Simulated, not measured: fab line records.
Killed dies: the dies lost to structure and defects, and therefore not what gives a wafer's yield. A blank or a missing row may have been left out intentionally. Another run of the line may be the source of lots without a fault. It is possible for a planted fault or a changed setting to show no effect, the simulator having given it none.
fab line records -- flow gf180mcu
record: lots: 12, wafers: 36, lastDay: 34
route steps=602 shown MVPSD@86 NSD@262 SAB@274 CONTACT@289
lots that met no fault: taken from a fault-free run of the same line
startH: the number of hours between the record's first day and the start of the first shown wafer of the lot -- waitH: how many hours have passed since the lot's step before this one -- " same as the row above -- L1.1+2: several wafers, shown together as one row -- - no value, or no start was given -- * or withheld: withheld -- < > ~ a bound
route shown NAME@n: NAME is a module with steps in the file, n the number in the route of the first one -- usual: mean/standard deviation of fault-free wafers -- same: alike in all rows -- chamber/n: place in a boat -- sites: the reading at each site -- _std_site: their standard deviation -- _edge_site: inner sites' mean taken away from outer sites' mean -- radiusMm: for every site, how far away it sits from the centre of the wafer -- mask NAME#n: copy n -- behind: tool/chamber where the wafer was last shaped -- hold: why the lot went on hold/how many hours it stayed there/how the hold came to an end -- device: which transistor (n, p or np) failed to switch -- end of line: the route-end tests of the same wafers -- a step given without rows: its recipe and nothing more -- killed: at the first sort, the dies lost to defects and structure; wafer yield is something else -- map: dies across one wafer; x = killed, . = not, _ = none there
set.NAME: the setting the step ran with; set.NAME@STEP: the setting that earlier step ran with -- model.NAME: the simulator's own value behind a step, which no gauge read
a sample of lots followed through the steps of the route, with each step as a table and each wafer as a row
services: a tool's chamber out of use, with start hour (startH, from the record's first day; less than 0 if before it), hours out, and reason
== steps ==
step: GF_MVPSD_IMPLANT_08
recipe: species: B, energyKev: 170, doseCm2: 1.5e+13, tiltDeg: 0
usual: doseIonsCm2: 1.5001e+13/1.5e+10, faradayCurrentUA: 84.5/1.6
lot.wafer,tool,chamber,startH,waitH,doseIonsCm2,faradayCurrentUA
L735.2,implanter-01,0,100.58,0.0,1.5022e+13,84.1
L735.4,implanter-01,0,100.58,0.0,1.5002e+13,83.9
L735.5,implanter-01,0,100.58,0.0,1.5008e+13,86.5
L737.1,implanter-01,0,109.81,0.0,1.4977e+13,79.6
L737.3,implanter-01,0,109.81,0.0,1.5004e+13,84.1
L737.6,implanter-01,0,109.81,0.0,1.4993e+13,85.1
L739.1,implanter-04,0,118.90,0.0,1.4987e+13,83.1
L739.3,implanter-04,0,118.90,0.0,1.4984e+13,84.0
L739.6,implanter-04,0,118.90,0.0,1.4983e+13,84.3
L740.3,implanter-04,0,123.65,0.1,1.5004e+13,88.1
L740.5,implanter-04,0,123.65,0.1,1.4961e+13,85.3
L740.6,implanter-04,0,123.65,0.1,1.5015e+13,86.3
L741.2,implanter-04,0,130.07,0.0,1.5001e+13,84.9
L741.5,implanter-04,0,130.07,0.0,1.4974e+13,84.5
L741.6,implanter-04,0,130.07,0.0,1.4988e+13,83.3
L744.1,implanter-04,0,149.17,0.0,1.5003e+13,84.5
L744.4,implanter-04,0,149.17,0.0,1.4969e+13,83.8
L744.6,implanter-04,0,149.17,0.0,1.5019e+13,81.2
L748.1,implanter-02,0,169.81,0.0,1.5002e+13,86.0
L748.5,implanter-02,0,169.81,0.0,1.5006e+13,86.3
L748.6,implanter-02,0,169.81,0.0,1.502e+13,85.4
L751.3,implanter-04,0,192.07,0.1,1.4998e+13,83.8
L751.4,implanter-04,0,192.07,0.1,1.5013e+13,84.8
L751.6,implanter-04,0,192.07,0.1,1.5008e+13,82.7
L753.4,implanter-02,0,208.08,0.1,1.5025e+13,84.8
L753.5,implanter-02,0,208.08,0.1,1.5008e+13,81.2
L753.6,implanter-02,0,208.08,0.1,1.5007e+13,84.6
L755.1,implanter-02,0,224.40,0.0,1.4991e+13,86.2
L755.4,implanter-02,0,224.40,0.0,1.4974e+13,83.4
L755.5,implanter-02,0,224.40,0.0,1.4996e+13,83.2
L757.3,implanter-04,0,229.25,0.1,1.7876e+13,98.6
L757.4,implanter-04,0,229.25,0.1,1.7873e+13,100.3
L757.6,implanter-04,0,229.25,0.1,1.7869e+13,102.3
L758.2,implanter-04,0,239.40,0.0,1.7859e+13,100.9
L758.5,implanter-04,0,239.40,0.0,1.7881e+13,102.7
L758.6,implanter-04,0,239.40,0.0,1.7864e+13,99.1
step: GF_MVPSD_TW_MEAS_11
usual: MVPSD_TW: 551/5.2
lot.wafer,tool,chamber,startH,waitH,hold,MVPSD_TW
L735.2,filmMetro-01,-,100.97,0.1,-,560
L735.4,filmMetro-01,-,100.97,0.1,-,557
L735.5,filmMetro-01,-,100.97,0.1,-,560
L737.1,filmMetro-02,-,110.21,0.1,-,548
L737.3,filmMetro-02,-,110.21,0.1,-,548
L737.6,filmMetro-02,-,110.21,0.1,-,549
L739.1,filmMetro-03,-,119.30,0.1,-,549
L739.3,filmMetro-03,-,119.30,0.1,-,548
L739.6,filmMetro-03,-,119.30,0.1,-,546
L740.3,filmMetro-03,-,124.02,0.1,-,543
L740.5,filmMetro-03,-,124.02,0.1,-,548
L740.6,filmMetro-03,-,124.02,0.1,-,547
L741.2,filmMetro-01,-,130.46,0.1,-,556
L741.5,filmMetro-01,-,130.46,0.1,-,558
L741.6,filmMetro-01,-,130.46,0.1,-,557
L744.1,filmMetro-01,-,149.57,0.1,-,560
L744.4,filmMetro-01,-,149.57,0.1,-,560
L744.6,filmMetro-01,-,149.57,0.1,-,559
L748.1,filmMetro-01,-,170.21,0.1,-,558
L748.5,filmMetro-01,-,170.21,0.1,-,557
L748.6,filmMetro-01,-,170.21,0.1,-,556
L751.3,filmMetro-03,-,192.45,0.1,-,547
L751.4,filmMetro-03,-,192.45,0.1,-,548
L751.6,filmMetro-03,-,192.45,0.1,-,549
L753.4,filmMetro-02,-,208.44,0.1,-,552
L753.5,filmMetro-02,-,208.44,0.1,-,555
L753.6,filmMetro-02,-,208.44,0.1,-,550
L755.1,filmMetro-01,-,224.80,0.1,-,558
L755.4,filmMetro-01,-,224.80,0.1,-,559
L755.5,filmMetro-01,-,224.80,0.1,-,563
L757.3,filmMetro-02,-,229.62,0.1,awaitDispo/0.2h/release,578
L757.4,filmMetro-02,-,229.62,0.1,awaitDispo/0.2h/release,579
L757.6,filmMetro-02,-,229.62,0.1,awaitDispo/0.2h/release,578
L757.3,filmMetro-02,-,229.84,0.2,-,579
L757.4,filmMetro-02,-,229.84,0.2,-,578
L757.6,filmMetro-02,-,229.84,0.2,-,582
L758.2,filmMetro-03,-,239.78,0.1,awaitDispo/0.2h/release,572
L758.5,filmMetro-03,-,239.78,0.1,awaitDispo/0.2h/release,577
L758.6,filmMetro-03,-,239.78,0.1,awaitDispo/0.2h/release,573
L758.2,filmMetro-03,-,240.01,0.2,-,571
L758.5,filmMetro-03,-,240.01,0.2,-,571
L758.6,filmMetro-03,-,240.01,0.2,-,573
step: GF_VT_IMPLANT_RS_MEAS_49
recipe: thkMeasGauge: four-point-probe
usual: MVPSD_RS: 1168.7/2.9
lot.wafer,tool,chamber,startH,waitH,hold,MVPSD_RS[ohm/sq]
L735.2,filmMetro-01,-,160.17,0.1,-,1170.4
L735.4,filmMetro-01,-,160.17,0.1,-,1166.8
L735.5,filmMetro-01,-,160.17,0.1,-,1169.6
L737.1,filmMetro-01,-,170.90,0.1,-,1171.4
L737.3,filmMetro-01,-,170.90,0.1,-,1172.2
L737.6,filmMetro-01,-,170.90,0.1,-,1170.3
L739.1,filmMetro-03,-,180.29,0.1,-,1162.5
L739.3,filmMetro-03,-,180.29,0.1,-,1165.5
L739.6,filmMetro-03,-,180.29,0.1,-,1162.3
L740.3,filmMetro-02,-,187.22,0.1,-,1168.5
L740.5,filmMetro-02,-,187.22,0.1,-,1167.9
L740.6,filmMetro-02,-,187.22,0.1,-,1169.8
L741.2,filmMetro-02,-,194.20,0.1,-,1167.8
L741.5,filmMetro-02,-,194.20,0.1,-,1168.3
L741.6,filmMetro-02,-,194.20,0.1,-,1168.9
L744.1,filmMetro-01,-,215.84,0.1,-,1172.0
L744.4,filmMetro-01,-,215.84,0.1,-,1166.4
L744.6,filmMetro-01,-,215.84,0.1,-,1174.4
L748.1,filmMetro-01,-,239.59,0.1,-,1171.0
L748.5,filmMetro-01,-,239.59,0.1,-,1169.0
L748.6,filmMetro-01,-,239.59,0.1,-,1168.7
L751.3,filmMetro-01,-,265.93,0.1,-,1170.1
L751.4,filmMetro-01,-,265.93,0.1,-,1168.5
L751.6,filmMetro-01,-,265.93,0.1,-,1168.0
L753.4,filmMetro-03,-,282.40,0.1,-,1169.9
L753.5,filmMetro-03,-,282.40,0.1,-,1169.4
L753.6,filmMetro-03,-,282.40,0.1,-,1173.7
L755.1,filmMetro-03,-,300.70,0.1,-,1166.0
L755.4,filmMetro-03,-,300.70,0.1,-,1165.1
L755.5,filmMetro-03,-,300.70,0.1,-,1165.8
L757.3,filmMetro-02,-,305.53,0.1,awaitDispo/0.2h/release,1071.6
L757.4,filmMetro-02,-,305.53,0.1,awaitDispo/0.2h/release,1069.4
L757.6,filmMetro-02,-,305.53,0.1,awaitDispo/0.2h/release,1069.2
L757.3,filmMetro-02,-,305.82,0.3,-,1071.2
L757.4,filmMetro-02,-,305.82,0.3,-,1068.7
L757.6,filmMetro-02,-,305.82,0.3,-,1068.3
L758.2,filmMetro-02,-,317.52,0.1,awaitDispo/0.2h/release,1066.5
L758.5,filmMetro-02,-,317.52,0.1,awaitDispo/0.2h/release,1068.0
L758.6,filmMetro-02,-,317.52,0.1,awaitDispo/0.2h/release,1069.3
L758.2,filmMetro-02,-,317.80,0.3,-,1067.4
L758.5,filmMetro-02,-,317.80,0.3,-,1069.3
L758.6,filmMetro-02,-,317.80,0.3,-,1070.9
step: GF_PSD_RS_MEAS_14
recipe: thkMeasGauge: four-point-probe
usual: NSD_RS: 46.18/0.086
lot.wafer,tool,chamber,startH,waitH,NSD_RS[ohm/sq]
L735.2,filmMetro-02,-,318.30,0.1,46.17
L735.4,filmMetro-02,-,318.30,0.1,46.29
L735.5,filmMetro-02,-,318.30,0.1,46.19
L737.1,filmMetro-03,-,333.58,0.1,46.28
L737.3,filmMetro-03,-,333.58,0.1,46.09
L737.6,filmMetro-03,-,333.58,0.1,46.11
L739.1,filmMetro-02,-,346.52,0.1,46.12
L739.3,filmMetro-02,-,346.52,0.1,46.13
L739.6,filmMetro-02,-,346.52,0.1,46.04
L740.3,filmMetro-04,-,353.52,0.1,46.18
L740.5,filmMetro-04,-,353.52,0.1,46.15
L740.6,filmMetro-04,-,353.52,0.1,46.12
L741.2,filmMetro-04,-,360.31,0.1,46.11
L741.5,filmMetro-04,-,360.31,0.1,46.18
L741.6,filmMetro-04,-,360.31,0.1,46.18
L744.1,filmMetro-02,-,389.19,0.1,46.17
L744.4,filmMetro-02,-,389.19,0.1,46.30
L744.6,filmMetro-02,-,389.19,0.1,46.24
L748.1,filmMetro-03,-,419.38,0.1,46.17
L748.5,filmMetro-03,-,419.38,0.1,46.05
L748.6,filmMetro-03,-,419.38,0.1,46.05
L751.3,filmMetro-04,-,454.63,0.1,46.00
L751.4,filmMetro-04,-,454.63,0.1,46.03
L751.6,filmMetro-04,-,454.63,0.1,46.13
L753.4,filmMetro-02,-,478.89,0.1,46.12
L753.5,filmMetro-02,-,478.89,0.1,46.21
L753.6,filmMetro-02,-,478.89,0.1,46.11
L755.1,filmMetro-04,-,494.06,0.1,46.26
L755.4,filmMetro-04,-,494.06,0.1,46.31
L755.5,filmMetro-04,-,494.06,0.1,46.24
L757.3,filmMetro-04,-,503.08,0.1,46.13
L757.4,filmMetro-04,-,503.08,0.1,46.30
L757.6,filmMetro-04,-,503.08,0.1,46.24
L758.2,filmMetro-02,-,513.37,0.1,46.12
L758.5,filmMetro-02,-,513.37,0.1,46.25
L758.6,filmMetro-02,-,513.37,0.1,46.09
step: GF_SAB_OVL_MEAS_10
usual: SAB_OVL: 0.4/1.4
lot.wafer,tool,chamber,startH,waitH,SAB_OVL[nm]
L735.2,overlay-02,-,339.78,0.1,1.4
L735.4,overlay-02,-,339.78,0.1,2.7
L735.5,overlay-02,-,339.78,0.1,1.4
L737.1,overlay-01,-,355.21,0.1,-1.7
L737.3,overlay-01,-,355.21,0.1,-0.2
L737.6,overlay-01,-,355.21,0.1,-3.3
L739.1,overlay-01,-,368.68,0.1,-1.0
L739.3,overlay-01,-,368.68,0.1,-1.0
L739.6,overlay-01,-,368.68,0.1,-1.3
L740.3,overlay-02,-,376.69,0.1,1.5
L740.5,overlay-02,-,376.69,0.1,0.9
L740.6,overlay-02,-,376.69,0.1,2.0
L741.2,overlay-01,-,383.98,0.1,0.5
L741.5,overlay-01,-,383.98,0.1,-0.2
L741.6,overlay-01,-,383.98,0.1,-0.5
L744.1,overlay-02,-,412.23,0.1,-0.5
L744.4,overlay-02,-,412.23,0.1,-0.4
L744.6,overlay-02,-,412.23,0.1,-2.4
L748.1,overlay-01,-,443.75,0.1,0.9
L748.5,overlay-01,-,443.75,0.1,-0.6
L748.6,overlay-01,-,443.75,0.1,-0.2
L751.3,overlay-01,-,478.80,0.1,-1.0
L751.4,overlay-01,-,478.80,0.1,-0.6
L751.6,overlay-01,-,478.80,0.1,-1.6
L753.4,overlay-02,-,502.27,0.1,1.6
L753.5,overlay-02,-,502.27,0.1,2.5
L753.6,overlay-02,-,502.27,0.1,2.9
L755.1,overlay-01,-,517.28,0.1,2.2
L755.4,overlay-01,-,517.28,0.1,-0.3
L755.5,overlay-01,-,517.28,0.1,-0.2
L757.3,overlay-01,-,526.59,0.1,-1.1
L757.4,overlay-01,-,526.59,0.1,2.1
L757.6,overlay-01,-,526.59,0.1,0.3
L758.2,overlay-01,-,536.36,0.1,2.7
L758.5,overlay-01,-,536.36,0.1,0.6
L758.6,overlay-01,-,536.36,0.1,2.5
step: GF_CONTACT_CVD_02
recipe: material: SiO2, targetThkNm: 860, precursor: TEOS, tempC: 400, timeS: 95.992, rfW: 600
usual: heaterPowerW: 649/76, rfFwdPowerW: 596.0/2
lot.wafer,tool,chamber,startH,waitH,heaterPowerW,rfFwdPowerW
L735.2,pecvd-03,1,340.78,0.0,682,598.7
L735.4,pecvd-03,1,340.78,0.0,561,597.3
L735.5,pecvd-03,0,340.78,0.0,689,596.3
L737.1,pecvd-02,2,356.21,0.1,645,592.0
L737.3,pecvd-02,1,356.21,0.1,691,596.2
L737.6,pecvd-02,1,356.21,0.1,547,597.2
L739.1,pecvd-02,2,369.68,0.1,765,594.0
L739.3,pecvd-02,1,369.68,0.1,689,598.1
L739.6,pecvd-02,1,369.68,0.1,548,596.5
L740.3,pecvd-02,0,377.69,0.0,713,594.3
L740.5,pecvd-02,2,377.69,0.0,790,594.5
L740.6,pecvd-02,1,377.69,0.0,558,596.7
L741.2,pecvd-02,2,385.01,0.0,716,594.1
L741.5,pecvd-02,0,385.01,0.0,706,591.4
L741.6,pecvd-02,2,385.01,0.0,780,594.3
L744.1,pecvd-02,0,413.27,0.1,663,593.4
L744.4,pecvd-02,1,413.27,0.1,671,598.0
L744.6,pecvd-02,2,413.27,0.1,618,594.0
L748.1,pecvd-04,0,444.88,0.1,545,600.2
L748.5,pecvd-04,1,444.88,0.1,583,597.0
L748.6,pecvd-04,0,444.88,0.1,554,598.4
L751.3,pecvd-03,1,479.82,0.0,598,594.1
L751.4,pecvd-03,0,479.82,0.0,538,598.6
L751.6,pecvd-03,1,479.82,0.0,662,596.0
L753.4,pecvd-03,2,503.30,0.1,791,597.5
L753.5,pecvd-03,1,503.30,0.1,622,596.7
L753.6,pecvd-03,0,503.30,0.1,550,596.6
L755.1,pecvd-02,2,518.29,0.1,741,595.6
L755.4,pecvd-02,1,518.29,0.1,720,597.3
L755.5,pecvd-02,0,518.29,0.1,587,595.1
L757.3,pecvd-04,2,527.58,0.0,535,595.5
L757.4,pecvd-04,2,527.58,0.0,574,594.3
L757.6,pecvd-04,0,527.58,0.0,535,598.0
L758.2,pecvd-03,0,537.36,0.0,647,596.0
L758.5,pecvd-03,2,537.36,0.0,768,598.9
L758.6,pecvd-03,0,537.36,0.0,680,595.0
== services ==
tool,chamber,startH,hours,kind
pecvd-02,2,84.70,6.8,repair
implanter-04,-,115.33,3.2,pm
pecvd-02,-,145.31,1.0,repair
pecvd-04,-,160.62,14.0,pm
implanter-02,-,175.41,4.7,repair
implanter-01,-,185.74,14.9,repair
implanter-02,-,208.47,1.6,repair
implanter-01,-,223.43,2.8,repair
pecvd-04,1,232.12,13.0,repair
implanter-02,-,235.37,2.6,pm
implanter-04,-,242.24,3.0,repair
implanter-04,-,284.62,19.1,pm
pecvd-02,1,298.14,2.1,repair
implanter-04,-,308.37,3.4,repair
implanter-02,-,328.12,2.3,repair
pecvd-03,-,373.50,0.6,repair
implanter-04,-,383.68,3.3,pm
implanter-04,-,391.99,3.4,repair
implanter-02,-,415.35,15.9,repair
pecvd-03,-,419.33,2.1,repair
implanter-02,-,439.32,3.4,pm
pecvd-03,-,443.14,7.7,repair
pecvd-03,2,444.84,6.6,repair
implanter-02,-,469.62,1.1,repair
== key ==
firstSign: step: GF_MVPSD_IMPLANT_08, reading: doseIonsCm2, direction: up, sigmas: 99+, usual: 1.5001e+13, struck: 1.787e+13
effect: step: GF_MVPSD_IMPLANT_08, reading: faradayCurrentUA, direction: up, sigmas: 9.9, usual: 84.5, struck: 100.7
effect: step: GF_MVPSD_TW_MEAS_11, reading: visit, direction: added
effect: step: GF_VT_IMPLANT_RS_MEAS_49, reading: MVPSD_RS, direction: down, sigmas: 35, usual: 1168.7, struck: 1069.0
metAt GF_MVPSD_IMPLANT_08
struckLots L757,L758
testerLeftOut L757,L758
notActingAt GF_PSD_RS_MEAS_14,GF_SAB_OVL_MEAS_10,GF_CONTACT_CVD_02
onsetBetween 192.07 229.25
fault: kind: processParameterDrift, tool: implanter-04, chamber: -, onsetH: 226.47, steps: GF_MVPSD_IMPLANT_08, channel: doseCm2, offset: 2.8698e+12, shape: step, endH: 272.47, actsIn: theseRecipesOnly, stated: 1.5e+13
testerLeftOut: of these lots the tester's yield and bins aren't shown, on N5 and GAA mostly nor the transistor test; their killed dies are dies lost to structure and defects alone, not to doping, threshold or leakage, so they don't give the yield
